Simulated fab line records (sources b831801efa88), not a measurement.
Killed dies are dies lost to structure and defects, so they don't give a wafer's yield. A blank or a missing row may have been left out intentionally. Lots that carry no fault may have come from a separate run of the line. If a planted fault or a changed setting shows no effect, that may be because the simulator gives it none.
The tool behind it: which one?    flow gf180mcu    24 lots, 72 wafers sampled, at 4 steps of a route of 602

WHAT EACH GAUGE READ, for each wafer
GF_MVPSD_OVL_MEAS_07.
lot   measured      on          MVPSD_OVL (nm)
L074  day 4 23:14   overlay-02  0.0 0.9 -0.4
L075  day 5 08:59   overlay-01  -1.7 0.1 -0.3
L076  day 5 16:25   overlay-01  0.3 -0.4 -0.2
L077  day 5 19:14   overlay-01  -0.7 -1.0 -1.6
L078  day 6 02:19   overlay-02  0.4 1.8 1.7
L079  day 6 05:29   overlay-02  -0.5 0.1 -1.6
L080  day 6 12:07   overlay-01  0.8 -1.6 1.0
L081  day 6 20:19   overlay-01  0.8 1.8 0.8
L082  day 7 01:35   overlay-01  -1.4 -1.2 -1.7
L083  day 7 05:47   overlay-02  -0.3 -0.5 -0.1
L084  day 7 14:35   overlay-01  -0.8 0.5 0.2
L085  day 7 18:29   overlay-01  0.0 -0.5 -1.9
L086  day 7 23:37   overlay-01  -1.6 0.2 -1.1
L087  day 8 07:29   overlay-02  -0.2 1.6 -0.8
L088  day 8 12:59   overlay-02  -3.6 -2.9 -4.9
L089  day 8 18:25   overlay-01  0.6 -1.1 0.9
L090  day 9 01:59   overlay-02  0.4 -1.1 1.0
L091  day 9 06:55   overlay-01  -2.3 -2.7 -1.1
L092  day 9 11:22   overlay-02  -0.6 1.4 0.3
L093  day 9 16:44   overlay-01  -0.1 -0.9 -0.1
L094  day 9 22:13   overlay-01  -2.0 -1.8 -2.2
L095  day 10 04:53  overlay-02  0.4 0.2 0.2
L096  day 10 10:47  overlay-01  -0.8 -0.2 -0.1
L097  day 10 17:32  overlay-01  -1.8 -1.5 -3.9

GF_CONTACT_CD_MEAS_14 targets a cd of 220 nm.
lot   measured      on         cd_nm (nm)
L074  day 16 01:11  cd_sem-02  218.1 217.0 218.1
L075  day 16 18:05  cd_sem-01  220.3 220.1 219.9
L076  day 17 10:17  cd_sem-01  218.7 220.7 218.8
L077  day 17 11:17  cd_sem-01  217.0 217.8 216.0
L078  day 18 03:31  cd_sem-02  220.0 221.1 221.0
L079  day 18 05:11  cd_sem-02  221.4 220.4 221.0
L080  day 18 17:31  cd_sem-01  222.1 222.4 221.2
L081  day 19 05:05  cd_sem-02  220.6 221.5 220.5
L082  day 19 08:18  cd_sem-02  219.8 221.5 221.5
L083  day 19 11:49  cd_sem-01  219.9 219.2 218.2
L084  day 19 21:37  cd_sem-02  217.4 218.8 217.8
L085  day 20 06:44  cd_sem-01  218.0 219.1 217.9
L086  day 20 13:34  cd_sem-02  221.1 222.5 219.4
L087  day 20 22:25  cd_sem-02  220.6 219.4 220.3
L088  day 21 09:36  cd_sem-02  220.6 220.9 221.4
L089  day 21 13:02  cd_sem-01  219.8 218.9 219.7
L090  day 22 00:36  cd_sem-01  222.6 221.8 221.5
L091  day 22 08:09  cd_sem-01  223.1 223.8 223.4
L092  day 22 11:11  cd_sem-01  220.7 221.0 220.9
L093  day 22 16:57  cd_sem-02  221.1 221.5 219.4
L094  day 22 22:51  cd_sem-01  220.9 220.7 220.0
L095  day 23 12:11  cd_sem-02  219.2 218.6 217.7
L096  day 23 19:09  cd_sem-01  220.3 221.5 221.0
L097  day 24 07:45  cd_sem-02  220.6 221.4 221.0

GF_M4_THK_MEAS_06: measures by xrf.
lot   measured      on             M4_ALCU_THK (nm)
L074  day 22 11:38  film_metro-04  454 460 455
L075  day 23 02:01  film_metro-02  450 448 452
L076  day 23 18:34  film_metro-02  453 457 456
L077  day 23 19:08  film_metro-01  451 448 446
L078  day 24 12:08  film_metro-02  456 455 453
L079  day 24 13:33  film_metro-01  451 452 455
L080  day 24 22:13  film_metro-01  450 455 454
L081  day 25 10:57  film_metro-01  447 450 452
L082  day 25 13:49  film_metro-04  458 457 449
L083  day 25 16:53  film_metro-04  457 458 451
L084  day 25 22:50  film_metro-01  446 450 451
L085  day 26 09:00  film_metro-01  446 449 448
L086  day 26 15:48  film_metro-02  456 451 457
L087  day 26 21:42  film_metro-04  448 449 451
L088  day 27 08:19  film_metro-04  445 453 445
L089  day 27 12:22  film_metro-02  449 449 443
L090  day 27 20:16  film_metro-04  448 446 450
L091  day 28 04:10  film_metro-04  448 445 454
L092  day 28 06:02  film_metro-01  458 453 456
L093  day 28 12:49  film_metro-02  446 445 451
L094  day 28 13:55  film_metro-01  448 443 444
L095  day 29 05:23  film_metro-01  446 445 445
L096  day 29 10:25  film_metro-04  453 462 461
L097  day 29 19:02  film_metro-01  450 457 457

WHAT TOOL EACH LOT RAN ON (gives the tool, then ch and the chambers of the sampled wafers, and finally the start)
lot   GF_V3_SPUTTER_22
L074  pvd_sputter-04, day 22 10:39
L075  pvd_sputter-04, day 23 01:02
L076  pvd_sputter-03, day 23 17:36
L077  pvd_sputter-02, day 23 18:10
L078  pvd_sputter-02, day 24 11:10
L079  pvd_sputter-04, day 24 12:34
L080  pvd_sputter-04, day 24 21:14
L081  pvd_sputter-02, day 25 09:52
L082  pvd_sputter-03, day 25 12:43
L083  pvd_sputter-03, day 25 15:55
L084  pvd_sputter-04, day 25 21:52
L085  pvd_sputter-02, day 26 08:01
L086  pvd_sputter-02, day 26 14:49
L087  pvd_sputter-02, day 26 20:43
L088  pvd_sputter-02, day 27 07:19
L089  pvd_sputter-04, day 27 11:22
L090  pvd_sputter-03, day 27 19:17
L091  pvd_sputter-02, day 28 03:11
L092  pvd_sputter-02, day 28 05:04
L093  pvd_sputter-04, day 28 11:38
L094  pvd_sputter-02, day 28 12:56
L095  pvd_sputter-04, day 29 04:17
L096  pvd_sputter-04, day 29 09:25
L097  pvd_sputter-04, day 29 18:03
- GF_V3_SPUTTER_22: material TiN, target thk 10 nm, time 40 s.

AS READ BY THE TOOLS THEMSELVES (means over the sampled wafers that have a number; for cases with no such wafer, the mark the record gives instead)
GF_V3_SPUTTER_22.
lot   tool            throttle_valve_pct (%)
L074  pvd_sputter-04  30.3
L075  pvd_sputter-04  30.8
L076  pvd_sputter-03  29.4
L077  pvd_sputter-02  30.5
L078  pvd_sputter-02  30.3
L079  pvd_sputter-04  30.5
L080  pvd_sputter-04  30.0
L081  pvd_sputter-02  30.7
L082  pvd_sputter-03  29.5
L083  pvd_sputter-03  29.5
L084  pvd_sputter-04  30.7
L085  pvd_sputter-02  30.5
L086  pvd_sputter-02  29.5
L087  pvd_sputter-02  30.0
L088  pvd_sputter-02  30.7
L089  pvd_sputter-04  30.4
L090  pvd_sputter-03  31.8
L091  pvd_sputter-02  30.8
L092  pvd_sputter-02  31.0
L093  pvd_sputter-04  30.8
L094  pvd_sputter-02  30.9
L095  pvd_sputter-04  30.6
L096  pvd_sputter-04  30.5
L097  pvd_sputter-04  30.3

THE ANSWER, worked out from the rows above alone
Rule: the lots themselves supply what counts as usual. The widest of any qualifying gaps counts: lots, ordered by their means at a reading, are off when they make up no more than a third of the lots, leave a main group of 4 or more, and stand apart from it by 3 or more times the standard deviation of that group's means. Not used: any main group whose means are identical at the precision the tables above print for the reading. Also off: a lot with no number at a reading for which 4 or more lots have one. Where the step has rows for the other lots, those lots are counted as sound. After the gauges, taken in route order, come the tools' own readings; for these a lot's mean is taken, as printed above. At the first step where some lot is off, the reading lying furthest off is the one used; lots without a number count as furthest.
No lot is off on any of the readings shown, so nothing can be concluded from this.

WHAT THE SIMULATOR HAD PUT IN
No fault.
